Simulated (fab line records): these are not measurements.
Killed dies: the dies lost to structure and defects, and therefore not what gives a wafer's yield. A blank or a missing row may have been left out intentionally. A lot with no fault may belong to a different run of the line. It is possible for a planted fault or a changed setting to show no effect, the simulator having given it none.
Matching of chambers | flow sky130 | pecvd-02 running SKY_CAPM_CVD_00: 3 sister chambers
The step deposits SiO2, target thk 15.5 nm. 3 wafers are shown with their chamber, then 9 later ones without.

## WAFERS, EACH WITH ITS CHAMBER
wafer  | chamber | heater power w (W)
L089.2 | 2       | 674
L090.2 | 1       | 834
L090.5 | 0       | 627

## WAFERS WITHOUT THEIR CHAMBER
wafer  | heater power w (W)
L093.3 | 754
L093.4 | 732
L093.6 | 690
L094.1 | 756
L094.2 | 724
L094.6 | 753
L094.3 | 722
L094.4 | 762
L094.5 | 719

## THE CHAMBER EACH PASSED THROUGH
wafer  | from the rows above          | in truth
L093.3 | can't be placed: 1 or 2 or 0 | 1
L093.4 | can't be placed: 2 or 1 or 0 | 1
L093.6 | can't be placed: 2 or 0      | 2
L094.1 | can't be placed: 1 or 2 or 0 | 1
L094.2 | can't be placed: 2 or 0 or 1 | 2
L094.6 | can't be placed: 2 or 1 or 0 | 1
L094.3 | can't be placed: 2 or 0 or 1 | 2
L094.4 | can't be placed: 1 or 2 or 0 | 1
L094.5 | can't be placed: 2 or 0 or 1 | 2
Placed correctly: 0 of 9. These rows do not allow placing 9 (true chamber among the candidates in 9). Placed wrongly: 0.
How it was worked out, from the rows above alone: a wafer's distance from a chamber is the root of the sum, over the readings, of the square of ((its reading less the chamber's mean) divided by the reading's scatter). The wafer belongs to the nearest chamber; if the next one is less than 2 further off, it can't be placed. The mean given for a chamber averages the wafers shown for that chamber. The scatter: root of mean squared gap, hidden wafer to nearest shown wafer, with one shown wafer a chamber.
